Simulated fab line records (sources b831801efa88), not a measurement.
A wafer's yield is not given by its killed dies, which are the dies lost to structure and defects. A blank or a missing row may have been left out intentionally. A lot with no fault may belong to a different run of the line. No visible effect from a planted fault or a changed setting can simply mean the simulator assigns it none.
Which tool did it? + flow sky130 + 13 lots, 39 wafers sampled, at 4 steps of a route of 708

== WHAT THE GAUGES READ, wafer by wafer ==
SKY_SD_P_OVL_MEAS_08.
| lot  | measured     | on         | SD_P_OVL (nm)  |
|------|--------------|------------|----------------|
| L959 | day 25 04:17 | overlay-01 | 2.4 2.9 3.5    |
| L960 | day 25 17:28 | overlay-02 | 1.7 0.6 0.7    |
| L962 | day 26 21:22 | overlay-01 | -0.4 1.2 0.4   |
| L963 | day 26 22:41 | overlay-02 | 0.4 0.6 -0.1   |
| L966 | day 29 04:13 | overlay-02 | -1.0 0.5 -0.2  |
| L975 | day 31 07:07 | overlay-01 | -1.1 -1.3 -1.3 |
| L977 | day 31 10:04 | overlay-02 | 0.2 0.8 -0.8   |
| L976 | day 31 12:58 | overlay-02 | 1.8 1.1 1.0    |
| L978 | day 32 02:04 | overlay-02 | -0.9 0.8 0.8   |
| L979 | day 32 03:40 | overlay-02 | -1.5 -0.2 -1.1 |
| L980 | day 32 11:50 | overlay-01 | -1.4 0.5 -0.6  |
| L981 | day 32 22:13 | overlay-01 | 0.2 0.5 -0.5   |
| L982 | day 33 00:16 | overlay-01 | 0.0 0.4 0.1    |

SKY_LI_CONTACT_CD_MEAS_12: the cd target is 170 nm.
| lot  | measured     | on        | cd nm (nm)        |
|------|--------------|-----------|-------------------|
| L959 | day 28 19:52 | cd sem-02 | 168.7 167.4 168.7 |
| L960 | day 29 07:41 | cd sem-02 | 169.0 169.7 168.5 |
| L962 | day 30 10:17 | cd sem-02 | 169.2 170.6 169.2 |
| L963 | day 30 12:27 | cd sem-02 | 171.5 168.9 171.7 |
| L966 | day 32 16:22 | cd sem-02 | 170.5 170.4 171.2 |
| L975 | day 34 18:05 | cd sem-01 | 169.0 169.9 169.5 |
| L977 | day 34 20:59 | cd sem-02 | 171.9 169.8 170.8 |
| L976 | day 34 23:13 | cd sem-02 | 166.5 167.2 167.9 |
| L978 | day 35 12:13 | cd sem-01 | 172.6 172.5 172.6 |
| L979 | day 35 13:47 | cd sem-02 | 170.7 171.5 171.0 |
| L980 | day 35 21:19 | cd sem-02 | 170.3 169.9 169.2 |
| L981 | day 36 07:17 | cd sem-01 | 167.7 167.8 167.4 |
| L982 | day 36 09:32 | cd sem-01 | 173.5 172.6 171.3 |

== EACH LOT AND THE TOOL THAT RAN IT (in order: tool; ch and the chambers of the sampled wafers; start) ==
| lot  | SKY_LDD_LDN_STRIP_12                 | SKY_SD_N_STRIP_11                    |
|------|--------------------------------------|--------------------------------------|
| L959 | plasma asher-02 ch 0,1, day 22 13:54 | plasma asher-02 ch 0,1, day 27 14:28 |
| L960 | plasma asher-01 ch 0,1, day 23 04:49 | plasma asher-03 ch 0,1, day 28 03:22 |
| L962 | plasma asher-01 ch 0,1, day 24 08:57 | plasma asher-02 ch 0,1, day 29 06:11 |
| L963 | plasma asher-01 ch 0,1, day 24 11:11 | plasma asher-02 ch 0,1, day 29 07:33 |
| L966 | plasma asher-01 ch 0,1, day 26 15:35 | plasma asher-03 ch 0,1, day 31 11:41 |
| L975 | plasma asher-01 ch 0,1, day 28 14:29 | plasma asher-03 ch 0,1, day 33 13:42 |
| L977 | plasma asher-02 ch 0,1, day 29 00:38 | plasma asher-01 ch 0, day 33 16:12   |
| L976 | plasma asher-03 ch 0,1, day 29 02:54 | plasma asher-03 ch 0,1, day 33 19:19 |
| L978 | plasma asher-01 ch 0,1, day 29 16:14 | plasma asher-03 ch 0,1, day 34 07:55 |
| L979 | plasma asher-03 ch 0,1, day 29 18:04 | plasma asher-03 ch 0,1, day 34 09:49 |
| L980 | plasma asher-01 ch 0,1, day 30 03:04 | plasma asher-01 ch 0,1, day 34 17:14 |
| L981 | plasma asher-02 ch 0,1, day 30 15:43 | plasma asher-01 ch 0,1, day 35 03:46 |
| L982 | plasma asher-03 ch 0,1, day 30 16:06 | plasma asher-02 ch 0,1, day 35 05:37 |
- SKY_LDD_LDN_STRIP_12: strips in O2/N2.
- SKY_SD_N_STRIP_11: strips in O2/N2.

== WHAT THE TOOLS THEMSELVES READ (means of the sampled wafers that have a number; where no wafer has one, the mark that the record gives instead) ==
SKY_LDD_LDN_STRIP_12.
| lot  | tool            | chamber pressure mTorr (mTorr) | drypump motor current A (A) | oes product au (a.u.) | strip time to endpoint s (s) |
|------|-----------------|--------------------------------|-----------------------------|-----------------------|------------------------------|
| L959 | plasma asher-02 | 1499.3                         | 5.9                         | 0.715                 | 14.14                        |
| L960 | plasma asher-01 | 1500.1                         | 5.8                         | 0.719                 | 14.15                        |
| L962 | plasma asher-01 | 1500.1                         | 5.5                         | 0.717                 | 14.14                        |
| L963 | plasma asher-01 | 1500.4                         | 5.8                         | 0.715                 | 14.20                        |
| L966 | plasma asher-01 | 1498.6                         | 5.5                         | 0.715                 | 14.23                        |
| L975 | plasma asher-01 | 1499.9                         | 5.6                         | 0.720                 | 14.19                        |
| L977 | plasma asher-02 | 1499.2                         | 6.0                         | 0.719                 | 14.16                        |
| L976 | plasma asher-03 | 1500.6                         | 5.4                         | 0.716                 | 14.25                        |
| L978 | plasma asher-01 | 1500.3                         | 5.6                         | 0.713                 | 14.26                        |
| L979 | plasma asher-03 | 1499.8                         | 5.4                         | 0.716                 | 14.19                        |
| L980 | plasma asher-01 | 1499.4                         | 5.6                         | 0.717                 | 14.24                        |
| L981 | plasma asher-02 | 1499.9                         | 5.9                         | 0.714                 | 14.23                        |
| L982 | plasma asher-03 | 1498.9                         | 5.7                         | 0.714                 | 14.19                        |

SKY_SD_N_STRIP_11.
| lot  | tool            | chamber pressure mTorr (mTorr) | drypump motor current A (A) | oes product au (a.u.) | strip time to endpoint s (s) |
|------|-----------------|--------------------------------|-----------------------------|-----------------------|------------------------------|
| L959 | plasma asher-02 | 1501.2                         | 5.9                         | 0.526                 | 22.50                        |
| L960 | plasma asher-03 | 1498.9                         | 5.3                         | 0.534                 | 22.61                        |
| L962 | plasma asher-02 | 1501.0                         | 5.9                         | 0.527                 | 22.58                        |
| L963 | plasma asher-02 | 1498.5                         | 5.9                         | 0.530                 | 22.55                        |
| L966 | plasma asher-03 | 1508.1                         | 5.6                         | 0.288                 | -                            |
| L975 | plasma asher-03 | 1499.2                         | 5.3                         | 0.525                 | 22.58                        |
| L977 | plasma asher-01 | 1500.2                         | 5.3                         | 0.534                 | 22.53                        |
| L976 | plasma asher-03 | 1500.4                         | 5.7                         | 0.528                 | 22.53                        |
| L978 | plasma asher-03 | 1500.3                         | 5.7                         | 0.529                 | 22.54                        |
| L979 | plasma asher-03 | 1499.3                         | 5.7                         | 0.524                 | 22.50                        |
| L980 | plasma asher-01 | 1499.9                         | 5.8                         | 0.527                 | 22.50                        |
| L981 | plasma asher-01 | 1499.2                         | 5.8                         | 0.527                 | 22.54                        |
| L982 | plasma asher-02 | 1499.8                         | 6.1                         | 0.526                 | 22.53                        |

== THE ANSWER, worked out from the rows above alone ==
Rule: what is usual is taken from the lots themselves. The widest of any qualifying gaps counts: lots, ordered by their means at a reading, are off when they make up no more than a third of the lots, leave a main group of 4 or more, and stand apart from it by 3 or more times the standard deviation of that group's means. If all means in a main group match to the digits the tables above print for the reading, that group is not used. A lot without any number at a reading at which 4 lots or more have one is off too. Any other lot the step has rows for is counted as sound. The gauges are gone through in route order, then the tools' own readings, and for those a lot's mean is taken as printed above. The first step at which some lot is off is used, and at that step the reading that is off furthest; a lot without a number counts as furthest.
Off at SKY_SD_N_STRIP_11 (strip time to endpoint s): L966. Without a number there: L966. For the main group the mean is 22.54 s and the standard deviation 0.033.
If a tool, at that step or one of the process steps before it, ran each lot that is off and ran no sound lot following the first of them, it fits. Of those tried, none fits.

== WHAT THE SIMULATOR PUT IN ==
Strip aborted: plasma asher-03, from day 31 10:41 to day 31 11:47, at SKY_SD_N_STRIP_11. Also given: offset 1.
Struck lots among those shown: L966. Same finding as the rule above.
